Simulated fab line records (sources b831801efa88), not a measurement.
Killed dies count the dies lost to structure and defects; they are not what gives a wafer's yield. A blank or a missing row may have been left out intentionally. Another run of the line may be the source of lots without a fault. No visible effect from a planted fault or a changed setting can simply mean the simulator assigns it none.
Which tool did it? || flow sky130 || 11 lots with 33 wafers sampled at 3 steps, on a route of 708 steps

== WHAT THE GAUGES SHOWED, per wafer ==
SKY_SONOS_ONO_THK_MEAS_03.
{"lot": "L932", "measured": "day 12 14:28", "on": "film_metro-01", "SONOS_ONO_CVD_02_THK (nm)": "10.02 10.07 10.13"}
{"lot": "L933", "measured": "day 12 18:14", "on": "film_metro-03", "SONOS_ONO_CVD_02_THK (nm)": "9.96 9.93 9.87"}
{"lot": "L935", "measured": "day 13 08:01", "on": "film_metro-03", "SONOS_ONO_CVD_02_THK (nm)": "10.04 10.11 10.16"}
{"lot": "L936", "measured": "day 14 01:07", "on": "film_metro-02", "SONOS_ONO_CVD_02_THK (nm)": "10.22 10.11 10.07"}
{"lot": "L937", "measured": "day 14 07:20", "on": "film_metro-02", "SONOS_ONO_CVD_02_THK (nm)": "10.21 10.27 10.39"}
{"lot": "L939", "measured": "day 15 00:44", "on": "film_metro-01", "SONOS_ONO_CVD_02_THK (nm)": "10.17 9.92 10.14"}
{"lot": "L941", "measured": "day 15 20:33", "on": "film_metro-02", "SONOS_ONO_CVD_02_THK (nm)": "10.11 10.10 10.26"}
{"lot": "L945", "measured": "day 16 21:45", "on": "film_metro-01", "SONOS_ONO_CVD_02_THK (nm)": "10.01 9.99 10.16"}
{"lot": "L950", "measured": "day 18 11:55", "on": "film_metro-03", "SONOS_ONO_CVD_02_THK (nm)": "7.39 7.59 7.39 7.40 7.57 7.45"}
{"lot": "L951", "measured": "day 18 22:22", "on": "film_metro-02", "SONOS_ONO_CVD_02_THK (nm)": "7.41 7.50 7.34 7.46 7.48 7.33"}
{"lot": "L952", "measured": "day 19 06:17", "on": "film_metro-03", "SONOS_ONO_CVD_02_THK (nm)": "7.44 7.45 7.51 7.38 7.49 7.64"}

== TOOL THAT RAN EACH LOT (tool first, then ch and the chambers of the sampled wafers, then the start) ==
{"lot": "L932", "SKY_DNWELL_STRIP_08": "plasma_asher-01 ch 0,1, day 3 20:51", "SKY_SONOS_ONO_CVD_02": "lpcvd-02 ch 1, day 12 12:53"}
{"lot": "L933", "SKY_DNWELL_STRIP_08": "plasma_asher-04 ch 1, day 4 02:39", "SKY_SONOS_ONO_CVD_02": "lpcvd-02 ch 1, day 12 17:11"}
{"lot": "L935", "SKY_DNWELL_STRIP_08": "plasma_asher-04 ch 0,1, day 4 11:19", "SKY_SONOS_ONO_CVD_02": "lpcvd-02 ch 1, day 13 06:57"}
{"lot": "L936", "SKY_DNWELL_STRIP_08": "plasma_asher-04 ch 0,1, day 4 18:32", "SKY_SONOS_ONO_CVD_02": "lpcvd-02 ch 0, day 14 00:03"}
{"lot": "L937", "SKY_DNWELL_STRIP_08": "plasma_asher-02 ch 0,1, day 4 23:11", "SKY_SONOS_ONO_CVD_02": "lpcvd-02 ch 1, day 14 06:16"}
{"lot": "L939", "SKY_DNWELL_STRIP_08": "plasma_asher-04 ch 0,1, day 5 08:27", "SKY_SONOS_ONO_CVD_02": "lpcvd-02 ch 1, day 14 23:41"}
{"lot": "L941", "SKY_DNWELL_STRIP_08": "plasma_asher-01 ch 0, day 6 03:54", "SKY_SONOS_ONO_CVD_02": "lpcvd-02 ch 0, day 15 19:29"}
{"lot": "L945", "SKY_DNWELL_STRIP_08": "plasma_asher-01 ch 0,1, day 6 19:48", "SKY_SONOS_ONO_CVD_02": "lpcvd-02 ch 1, day 16 20:42"}
{"lot": "L950", "SKY_DNWELL_STRIP_08": "plasma_asher-04 ch 0,1, day 7 22:44", "SKY_SONOS_ONO_CVD_02": "lpcvd-02 ch 0, day 18 10:50"}
{"lot": "L951", "SKY_DNWELL_STRIP_08": "plasma_asher-04 ch 0,1, day 8 05:22", "SKY_SONOS_ONO_CVD_02": "lpcvd-02 ch 1, day 18 21:17"}
{"lot": "L952", "SKY_DNWELL_STRIP_08": "plasma_asher-01 ch 0,1, day 8 11:18", "SKY_SONOS_ONO_CVD_02": "lpcvd-02 ch 1, day 19 05:13"}
- SKY_DNWELL_STRIP_08: strips in O2/N2.
- SKY_SONOS_ONO_CVD_02: deposits Si3N4 from DCS/NH3, target thk 10.5 nm, time 175 s.

== THE ANSWER, worked out from the rows above alone ==
Rule: the usual values come from the lots themselves. The widest of any qualifying gaps counts: lots, ordered by their means at a reading, are off when they make up no more than a third of the lots, leave a main group of 4 or more, and stand apart from it by 3 or more times the standard deviation of that group's means. Not used: any main group whose means are identical at the precision the tables above print for the reading. Also off: a lot with no number at a reading for which 4 or more lots have one. Any other lot the step has rows for is counted as sound.
Off: at SKY_SONOS_ONO_THK_MEAS_03 (SONOS_ONO_CVD_02_THK), L950, L951, L952. Mean 10.10 nm and standard deviation 0.098 in the main group.
A tool fits if, at a process step before that reading, it ran every lot that is off, and no sound lot after the first of them. Gauges at SKY_SONOS_ONO_THK_MEAS_03: tried the same way as those tools. One fits: lpcvd-02 at SKY_SONOS_ONO_CVD_02. A fault onset in the window from L945 (day 16 20:42, its last sound lot) to L950 (day 18 10:50, its first lot off) fits.

== WHAT THE SIMULATOR PUT IN ==
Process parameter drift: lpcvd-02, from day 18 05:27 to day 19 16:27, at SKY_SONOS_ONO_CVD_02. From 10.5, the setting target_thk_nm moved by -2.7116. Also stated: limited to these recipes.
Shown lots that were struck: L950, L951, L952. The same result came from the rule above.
